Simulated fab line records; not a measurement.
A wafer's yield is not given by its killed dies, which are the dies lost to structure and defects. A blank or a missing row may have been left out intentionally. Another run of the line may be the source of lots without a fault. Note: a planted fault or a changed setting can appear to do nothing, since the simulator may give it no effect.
Which of the tools did it?	flow sky130	42 wafers from 14 lots sampled at 4 of the route's 708 steps

## WHAT THE GAUGES READ, wafer by wafer
SKY_SD_N_OVL_MEAS_08.
lot	measured	on	SD_N_OVL (nm)
L807	day 27 10:30	overlay-01	-0.7 -0.1 -1.4
L808	day 28 05:10	overlay-02	0.3 1.6 0.7
L810	day 29 02:59	overlay-01	0.2 0.9 -0.1
L811	day 29 08:04	overlay-01	1.4 1.5 -0.4
L812	day 29 13:40	overlay-01	-0.8 -1.1 1.1
L821	day 32 18:22	overlay-01	-0.8 -2.0 -0.9
L822	day 33 04:29	overlay-02	-1.4 -1.5 -2.8
L824	day 33 17:49	overlay-02	-1.6 -1.0 -2.0
L825	day 34 03:20	overlay-01	-1.4 -1.2 -0.9
L826	day 34 04:08	overlay-02	-0.9 -1.3 -1.9
L827	day 34 14:34	overlay-02	0.8 -0.1 1.0
L828	day 34 20:03	overlay-02	-0.2 -1.0 -0.9
L829	day 35 02:15	overlay-01	-3.5 -2.2 -1.7
L830	day 35 23:22	overlay-02	-1.5 -1.3 -0.5

SKY_LI_CONTACT_THK_MEAS_23: measures by xrf.
lot	measured	on	LI_CONTACT_W_THK (nm)
L807	day 28 17:33	film_metro-01	413 401 414
L808	day 29 13:37	film_metro-01	411 417 415
L810	day 30 10:07	film_metro-04	408 401 403
L811	day 30 14:17	film_metro-04	405 405 406
L812	day 30 20:10	film_metro-03	407 408 405
L821	day 33 23:54	film_metro-01	418 414 412
L822	day 34 10:11	film_metro-01	408 401 405
L824	day 34 23:06	film_metro-01	417 416 409
L825	day 35 08:38	film_metro-04	400 406 407
L826	day 35 09:53	film_metro-01	403 401 404
L827	day 35 19:59	film_metro-04	396 399 399
L828	day 36 01:42	film_metro-04	402 400 400
L829	day 36 07:17	film_metro-04	400 402 402
L830	day 37 04:31	film_metro-01	395 394 395

SKY_CONTACT_THK_MEAS_01.
lot	measured	on	CONTACT_CVD_00_THK (nm)
L807	day 29 23:37	film_metro-04	72.9 73.2 73.8
L808	day 30 18:25	film_metro-04	75.8 76.1 76.6
L810	day 31 15:31	film_metro-03	75.7 76.9 77.3
L811	day 31 19:11	film_metro-03	75.8 75.0 76.3
L812	day 32 00:38	film_metro-03	74.0 76.0 74.8
L821	day 35 03:48	film_metro-03	73.1 74.8 74.8
L822	day 35 14:41	film_metro-02	75.1 76.2 75.6
L824	day 36 03:49	film_metro-02	74.5 75.7 76.0
L825	day 36 13:10	film_metro-02	75.3 74.7 75.8
L826	day 36 14:09	film_metro-04	74.5 74.7 75.4
L827	day 36 23:29	film_metro-03	75.3 74.8 75.9
L828	day 37 06:14	film_metro-03	75.8 75.8 76.9
L829	day 37 11:02	film_metro-04	75.3 75.8 76.3
L830	day 38 07:09	film_metro-02	75.2 76.4 75.5

## WHICH TOOL RAN EACH LOT (tool, then ch and the chambers of the sampled wafers, then the start)
lot	SKY_LI_CONTACT_SPUTTER_20
L807	pvd_sputter-01, day 28 17:14
L808	pvd_sputter-01, day 29 13:19
L810	pvd_sputter-04, day 30 09:41
L811	pvd_sputter-04, day 30 13:50
L812	pvd_sputter-04, day 30 19:50
L821	pvd_sputter-03, day 33 23:35
L822	pvd_sputter-01, day 34 09:53
L824	pvd_sputter-01, day 34 22:47
L825	pvd_sputter-04, day 35 08:20
L826	pvd_sputter-04, day 35 09:35
L827	pvd_sputter-01, day 35 19:41
L828	pvd_sputter-01, day 36 01:23
L829	pvd_sputter-01, day 36 06:58
L830	pvd_sputter-01, day 37 04:04
- SKY_LI_CONTACT_SPUTTER_20: material TiN, target thk 20 nm, time 80 s.

## WHAT THE TOOLS THEMSELVES READ (means of the sampled wafers that have a number; where no wafer has one, the mark that the record gives instead)
SKY_LI_CONTACT_SPUTTER_20.
lot	tool	cathode_dc_power_W (W)	throttle_valve_pct (%)
L807	pvd_sputter-01	3999.9	29.9
L808	pvd_sputter-01	4000.3	29.9
L810	pvd_sputter-04	4000.0	30.0
L811	pvd_sputter-04	3784.8	29.9
L812	pvd_sputter-04	3784.2	29.3
L821	pvd_sputter-03	3999.1	29.1
L822	pvd_sputter-01	3999.6	29.9
L824	pvd_sputter-01	3999.9	29.9
L825	pvd_sputter-04	4000.1	29.2
L826	pvd_sputter-04	4000.3	30.0
L827	pvd_sputter-01	4000.3	29.7
L828	pvd_sputter-01	4000.1	29.8
L829	pvd_sputter-01	3999.7	29.8
L830	pvd_sputter-01	3999.4	30.2

## THE ANSWER, worked out from the rows above alone
Rule: the usual values come from the lots themselves. The widest of any qualifying gaps counts: lots, ordered by their means at a reading, are off when they make up no more than a third of the lots, leave a main group of 4 or more, and stand apart from it by 3 or more times the standard deviation of that group's means. If all means in a main group match to the digits the tables above print for the reading, that group is not used. A lot without any number at a reading at which 4 lots or more have one is off too. The other lots that the step has rows for count as sound. First the gauges in route order, then the tools' own readings, where a lot's mean is used as printed above. The first step at which some lot is off is used, and at that step the reading that is off furthest; a lot without a number counts as furthest.
Off: L811, L812 (SKY_LI_CONTACT_SPUTTER_20, cathode_dc_power_W). Mean 3999.9 W and standard deviation 0.36 in the main group.
A tool fits if, at that step or a process step before it, it ran every lot that is off, and no sound lot after the first of them. None of those tried fits.

## WHAT WAS PUT IN BY THE SIMULATOR
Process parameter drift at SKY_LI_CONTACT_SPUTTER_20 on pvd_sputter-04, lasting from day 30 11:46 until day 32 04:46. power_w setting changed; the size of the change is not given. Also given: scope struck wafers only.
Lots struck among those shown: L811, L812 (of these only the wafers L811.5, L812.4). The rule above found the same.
